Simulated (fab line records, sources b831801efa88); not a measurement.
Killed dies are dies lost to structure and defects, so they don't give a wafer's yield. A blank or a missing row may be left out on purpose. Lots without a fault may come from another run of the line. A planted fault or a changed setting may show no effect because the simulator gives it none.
fab line records | flow gf180mcu
record lots=13 wafers=36 last_day=34
route steps=602 shown PSD@261 NSD@262 M1@331 V1@337
lots that met no fault: from a run of the same line without faults
start_h: hours from the record's first day to the start of the lot's first wafer shown | wait_h: hours since the lot's step before | " the same as in the row above | L1.1+2: a row that stands for several wafers | - no value, or no start given | * or withheld: withheld | < > ~ a bound
route shown NAME@n: a module of which the file shows steps, and the number in the route of the first | usual: mean/standard deviation of fault-free wafers | same: alike in all rows | chamber/n: place in a boat | sites: the reading at each site | _std_site: their standard deviation | _edge_site: outer sites' mean less inner sites' | radius_mm: how far each site lies from the wafer's centre | mask NAME#n: copy n | behind: the tool/chamber that last shaped the wafer | hold: why the lot was held/for how many hours/how that ended | device: the transistor (n, p or np) that didn't switch | end of line: the same wafers' tests at the end of the route | a step without rows: its recipe alone | killed: dies lost to structure and defects at the first sort, not the wafer's yield | map: a wafer's dies, x killed, . not, _ none there
set.NAME: the setting as run; set.NAME@STEP: as run at that earlier step | model.NAME: the simulator's own value behind a step, which no gauge read
steps of the route over a sample of lots; a table a step, a row a wafer
services: from which hour (start_h, from the record's first day; less than 0 if before it) a tool's chamber was out of use, for how many hours, and why
## steps
# step GF_PSD_RTA_13
# recipe temp_c=1025 time_s=20 ambient=N2
# usual lamp_power_pct=36.2/0.7 run_length_s=48.6/0.46 wafer_temp_C_max=1029.1/1.5
# columns lot.wafer tool chamber start_h wait_h lamp_power_pct run_length_s wafer_temp_C_max
L234.4 rtp_anneal-02 0 315.66 0.0 36.7 48.6 1027.9
L234.5 " 0 " " 36.7 48.3 1027.7
L234.6 " 0 " " 36.7 48.6 1026.5
L235.3 rtp_anneal-02 0 324.99 0.0 36.6 48.8 1027.8
L235.4 " 0 " " 36.6 48.7 1028.8
L235.5 " 0 " " 36.7 48.8 1028.2
L237.1 rtp_anneal-01 0 353.17 0.0 35.2 48.6 1032.2
L237.4 " 0 " " 35.2 48.7 1030.0
L237.6 " 0 " " 35.2 48.5 1032.0
L242.4 rtp_anneal-02 0 390.36 0.0 36.7 74.8 1027.5
L242.5 " 0 " " 36.7 48.4 1028.5
L243.3 rtp_anneal-02 0 401.50 0.0 36.7 48.5 1029.7
L243.4 " 0 " " 36.7 74.9 1027.4
L245.2 rtp_anneal-02 0 408.89 0.0 36.6 75.2 1028.3
L245.5 " 0 " " 36.7 48.6 1029.0
L249.1 rtp_anneal-01 0 442.77 0.0 35.2 48.9 1032.0
L249.2 " 0 " " 35.2 49.0 1030.5
L249.5 " 0 " " 35.2 48.7 1029.6
L252.1 rtp_anneal-02 0 475.72 0.0 36.6 48.6 1028.3
L252.5 " 0 " " 36.7 48.8 1028.2
L252.6 " 0 " " 36.6 48.4 1029.0
L253.1 rtp_anneal-02 0 482.83 0.0 36.7 48.5 1027.4
L253.2 " 0 " " 36.7 48.7 1027.6
L253.3 " 0 " " 36.7 48.3 1028.6
L254.2 rtp_anneal-02 0 489.73 0.0 36.7 48.6 1027.6
L254.4 " 0 " " 36.6 48.5 1028.1
L254.5 " 0 " " 36.7 48.6 1027.8
L255.2 rtp_anneal-02 0 494.68 0.0 36.7 48.5 1028.3
L255.4 " 0 " " 36.6 48.3 1028.4
L255.5 " 0 " " 36.7 48.3 1028.1
L256.1 rtp_anneal-01 0 500.46 0.0 35.2 48.9 1029.8
L256.5 " 0 " " 35.2 48.5 1029.1
L256.6 " 0 " " 35.1 48.6 1031.0
L257.1 rtp_anneal-02 0 516.24 0.0 36.7 48.5 1027.9
L257.2 " 0 " " 36.6 48.5 1027.7
L257.4 " 0 " " 36.6 48.4 1027.9
# step GF_PSD_RS_MEAS_14
# recipe thk_meas_gauge=four-point-probe
# usual NSD_RS=46.15/0.11
# columns lot.wafer tool chamber start_h wait_h NSD_RS[ohm/sq]
L234.4 film_metro-02 - 315.76 0.1 46.16
L234.5 " - " " 46.11
L234.6 " - " " 46.09
L235.3 film_metro-02 - 325.09 0.1 46.08
L235.4 " - " " 46.13
L235.5 " - " " 46.21
L237.1 film_metro-03 - 353.25 0.1 46.18
L237.4 " - " " 46.14
L237.6 " - " " 46.15
L242.4 film_metro-03 - 390.46 0.1 41.61
L242.5 " - " " 46.13
L243.3 film_metro-03 - 401.59 0.1 45.98
L243.4 " - " " 41.43
L245.2 film_metro-04 - 408.98 0.1 41.74
L245.5 " - " " 46.19
L249.1 film_metro-04 - 442.85 0.1 46.20
L249.2 " - " " 46.18
L249.5 " - " " 46.18
L252.1 film_metro-02 - 475.81 0.1 46.04
L252.5 " - " " 46.05
L252.6 " - " " 46.11
L253.1 film_metro-04 - 482.91 0.1 46.28
L253.2 " - " " 46.31
L253.3 " - " " 46.34
L254.2 film_metro-02 - 489.82 0.1 46.13
L254.4 " - " " 46.04
L254.5 " - " " 46.06
L255.2 film_metro-04 - 494.77 0.1 46.04
L255.4 " - " " 46.21
L255.5 " - " " 46.19
L256.1 film_metro-04 - 500.55 0.1 46.20
L256.5 " - " " 46.22
L256.6 " - " " 46.16
L257.1 film_metro-02 - 516.32 0.1 46.07
L257.2 " - " " 45.99
L257.4 " - " " 46.08
# step GF_PSD_RS_MEAS_15
# recipe thk_meas_gauge=four-point-probe
# usual PSD_RS=108.59/0.28
# columns lot.wafer tool chamber start_h wait_h PSD_RS[ohm/sq]
L234.4 film_metro-02 - 315.88 0.1 108.55
L234.5 " - " " 108.63
L234.6 " - " " 108.30
L235.3 film_metro-02 - 325.21 0.1 108.35
L235.4 " - " " 108.25
L235.5 " - " " 108.61
L237.1 film_metro-03 - 353.37 0.1 108.44
L237.4 " - " " 108.65
L237.6 " - " " 108.75
L242.4 film_metro-03 - 390.58 0.1 100.03
L242.5 " - " " 108.34
L243.3 film_metro-03 - 401.71 0.1 108.11
L243.4 " - " " 100.39
L245.2 film_metro-04 - 409.10 0.1 100.51
L245.5 " - " " 109.02
L249.1 film_metro-04 - 442.97 0.1 108.48
L249.2 " - " " 108.78
L249.5 " - " " 108.32
L252.1 film_metro-02 - 475.93 0.1 108.19
L252.5 " - " " 108.31
L252.6 " - " " 108.90
L253.1 film_metro-04 - 483.03 0.1 109.04
L253.2 " - " " 108.87
L253.3 " - " " 109.13
L254.2 film_metro-02 - 489.94 0.1 108.21
L254.4 " - " " 108.25
L254.5 " - " " 108.32
L255.2 film_metro-04 - 494.89 0.1 108.81
L255.4 " - " " 108.56
L255.5 " - " " 108.69
L256.1 film_metro-04 - 500.67 0.1 108.99
L256.5 " - " " 108.89
L256.6 " - " " 108.94
L257.1 film_metro-02 - 516.44 0.1 108.21
L257.2 " - " " 108.23
L257.4 " - " " 108.34
# step GF_M1_METAL_ETCH_16
# recipe chemistry=Cl2/BCl3 mask_material=KrF target_depth_nm=750.8 stop_on=SiO2 pressure_mtorr=8 icp_w=800 bias_w=140 Cl2_flow_sccm=80 bcl3_flow_sccm=40 time_s=125.1
# usual bcl3_flow_sccm=40.05/0.12 drypump_motor_current_A=5.77/0.23 he_backside_leak_sccm=3.3/0.34 oes_product_au=0.992/0.005 throttle_valve_pct=28.228/0.0096
# columns lot.wafer tool chamber start_h wait_h bcl3_flow_sccm drypump_motor_current_A he_backside_leak_sccm oes_product_au rf_hours_counter_h throttle_valve_pct
L234.4 rie_metal-02 1 383.95 0.1 39.96 5.93 3.7 0.991 - 28.237
L234.5 " 1 " " 40.05 5.92 3.3 0.996 - 28.221
L234.6 " 0 " " 39.99 5.80 3.5 0.996 - 28.220
L235.3 rie_metal-02 0 394.56 0.1 40.06 5.81 3.4 0.996 - 28.233
L235.4 " 1 " " 40.00 5.92 3.7 0.989 - 28.210
L235.5 " 1 " " 39.97 5.91 3.5 0.994 - 28.231
L237.1 rie_metal-03 0 424.66 0.0 40.20 5.82 3.3 0.996 8 28.211
L237.4 " 0 " " 40.04 5.85 3.3 0.994 - 28.235
L237.6 " 0 " " 40.18 5.84 3.1 0.996 - 28.224
L242.4 rie_metal-01 1 466.56 0.1 39.97 5.67 3.6 0.985 - 28.221
L242.5 " 0 " " 40.08 5.45 3.3 0.995 - 28.233
L243.3 rie_metal-01 0 477.96 0.1 40.05 5.45 3.3 0.996 - 28.227
L243.4 " 1 " " 39.74 5.67 3.3 0.995 - 28.241
L245.2 rie_metal-02 0 484.75 0.0 40.00 5.77 3.2 0.995 7 28.217
L245.5 " 0 " " 39.96 5.79 3.3 1.004 - 28.226
L249.1 rie_metal-02 0 518.35 0.0 40.03 5.76 3.4 0.989 7 28.225
L249.2 " 1 " " 40.13 5.92 3.3 0.995 1 28.231
L249.5 " 1 " " 40.18 5.91 3.4 0.991 - 28.228
L252.1 rie_metal-02 0 557.56 0.0 39.93 5.79 3.4 0.982 8 28.219
L252.5 " 1 " " 40.27 5.92 3.4 0.993 - 28.236
L252.6 " 0 " " 40.19 5.78 3.5 0.984 - 28.234
L253.1 rie_metal-02 0 561.50 0.0 39.91 5.81 3.2 0.990 8 28.241
L253.2 " 1 " " 40.13 5.92 3.1 0.996 2 28.241
L253.3 " 0 " " 40.00 5.82 3.2 0.988 - 28.224
L254.2 rie_metal-02 1 564.09 0.0 40.06 5.90 3.1 0.986 2 28.231
L254.4 " 1 " " 39.91 5.90 3.5 0.991 - 28.220
L254.5 " 1 " " 40.21 5.92 3.2 0.992 - 28.223
L255.2 rie_metal-01 0 566.85 0.0 39.88 5.47 3.2 0.989 10 28.228
L255.4 " 0 " " 40.06 5.46 3.2 0.984 - 28.230
L255.5 " 1 " " 39.86 5.67 3.5 0.989 - 28.237
L256.1 rie_metal-01 1 568.15 0.0 40.12 5.67 3.5 0.992 3 28.220
L256.5 " 0 " " 40.14 5.47 3.3 0.991 - 28.229
L256.6 " 1 " " 40.14 5.63 3.5 0.993 - 28.235
L257.1 rie_metal-01 0 588.70 0.0 40.08 5.43 3.3 0.999 11 28.224
L257.2 " 1 " " 39.92 5.64 3.5 0.983 3 28.225
L257.4 " 0 " " 40.09 5.45 3.1 0.996 - 28.218
# step GF_V1_CVD_02
# recipe material=SiO2 target_thk_nm=850 precursor=TEOS temp_c=400 time_s=94.851 rf_w=600
# usual heater_power_w=660/100
# columns lot.wafer tool chamber start_h wait_h heater_power_w
L234.4 pecvd-01 0 384.74 0.1 643
L234.5 " 2 " " 546
L234.6 " 1 " " 723
L235.3 pecvd-02 0 395.34 0.0 505
L235.4 " 0 " " 553
L235.5 " 1 " " 774
L237.1 pecvd-04 2 425.46 0.1 664
L237.4 " 1 " " 633
L237.6 " 0 " " 631
L242.4 pecvd-04 0 467.43 0.1 527
L242.5 " 1 " " 699
L243.3 pecvd-02 0 478.74 0.0 621
L243.4 " 0 " " 487
L245.2 pecvd-02 2 485.55 0.0 826
L245.5 " 1 " " 650
L249.1 pecvd-01 2 519.20 0.1 501
L249.2 " 0 " " 678
L249.5 " 0 " " 536
L252.1 pecvd-01 2 558.70 0.1 491
L252.5 " 2 " " 565
L252.6 " 1 " " 722
L253.1 pecvd-01 1 562.63 0.1 818
L253.2 " 0 " " 596
L253.3 " 2 " " 519
L254.2 pecvd-01 0 565.05 0.0 682
L254.4 " 1 " " 877
L254.5 " 0 " " 560
L255.2 pecvd-04 1 567.99 0.0 683
L255.4 " 0 " " 632
L255.5 " 2 " " 566
L256.1 pecvd-04 2 569.35 0.1 681
L256.5 " 2 " " 703
L256.6 " 0 " " 649
L257.1 pecvd-02 0 589.50 0.1 635
L257.2 " 1 " " 729
L257.4 " 2 " " 835
# step GF_V1_BOW_MEAS_05
# recipe mode=bow
# usual V1_BOW=81/8.4
# columns lot.wafer tool chamber start_h wait_h V1_BOW[um]
L234.4 film_metro-02 - 385.19 0.3 74
L234.5 " - " " 84
L234.6 " - " " 79
L235.3 film_metro-04 - 395.81 0.3 89
L235.4 " - " " 86
L235.5 " - " " 89
L237.1 film_metro-04 - 425.89 0.2 84
L237.4 " - " " 68
L237.6 " - " " 75
L242.4 film_metro-02 - 467.89 0.2 91
L242.5 " - " " 81
L243.3 film_metro-04 - 479.21 0.3 80
L243.4 " - " " 86
L245.2 film_metro-02 - 486.00 0.1 84
L245.5 " - " " 82
L249.1 film_metro-04 - 519.63 0.2 75
L249.2 " - " " 72
L249.5 " - " " 85
L252.1 film_metro-02 - 559.13 0.1 94
L252.5 " - " " 82
L252.6 " - " " 75
L253.1 film_metro-02 - 563.06 0.2 68
L253.2 " - " " 80
L253.3 " - " " 70
L254.2 film_metro-01 - 565.50 0.3 94
L254.4 " - " " 88
L254.5 " - " " 97
L255.2 film_metro-04 - 568.44 0.2 85
L255.4 " - " " 77
L255.5 " - " " 77
L256.1 film_metro-01 - 569.78 0.2 77
L256.5 " - " " 87
L256.6 " - " " 70
L257.1 film_metro-04 - 589.93 0.2 77
L257.2 " - " " 78
L257.4 " - " " 75
## services
# columns tool chamber start_h hours kind
pecvd-01 - 299.87 0.8 pm
rie_metal-03 1 338.42 - clean
rie_metal-03 1 338.42 - consumable_replace:focus_ring
rie_metal-03 1 338.42 22.7 scheduled_down
rie_metal-01 - 366.36 0.7 repair
pecvd-02 - 427.07 2.8 pm
rie_metal-02 1 430.21 - clean
rie_metal-02 1 430.21 28.5 scheduled_down
rie_metal-02 1 430.21 28.5 vent_cycle
pecvd-01 2 431.84 4.6 repair
pecvd-01 - 433.54 0.7 repair
pecvd-01 1 434.07 4.7 repair
rie_metal-01 1 437.97 - clean
rie_metal-01 1 437.97 15.4 scheduled_down
rie_metal-01 1 437.97 15.4 vent_cycle
pecvd-02 - 444.61 2.8 repair
pecvd-01 0 470.83 2.2 repair
pecvd-04 - 476.81 6.0 pm
pecvd-02 - 523.33 1.9 repair
rie_metal-03 - 535.71 2.1 repair
rie_metal-01 0 544.12 4.4 repair
rtp_anneal-01 - 572.02 63.0 pm
pecvd-01 0 576.54 4.1 repair
pecvd-04 0 579.17 4.3 repair
## key
first_sign step=GF_PSD_RTA_13 reading=run_length_s direction=up sigmas=58 usual=* struck=*
effect step=GF_PSD_RS_MEAS_14 reading=NSD_RS direction=down sigmas=42 usual=46.15 struck=41.59
effect step=GF_PSD_RS_MEAS_15 reading=PSD_RS direction=down sigmas=29 usual=108.59 struck=100.31
met_at GF_PSD_RTA_13
struck_lots L242,L243,L245
struck_wafers L242.4,L243.4,L245.2
tester_left_out L242,L243,L245
not_acting_at GF_M1_METAL_ETCH_16,GF_V1_CVD_02,GF_V1_BOW_MEAS_05
onset_between 324.99 390.36
fault kind=process_parameter_drift tool=rtp_anneal-02 chamber=- onset_h=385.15 steps=GF_PSD_RTA_13 channel=time_s offset=* shape=step end_h=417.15 scope=struck_wafers_only acts_in=* stated=*
# tester_left_out: of these lots the tester's yield and bins aren't shown, on N5 and GAA mostly nor the transistor test; their killed dies are dies lost to structure and defects alone, not to doping, threshold or leakage, so they don't give the yield
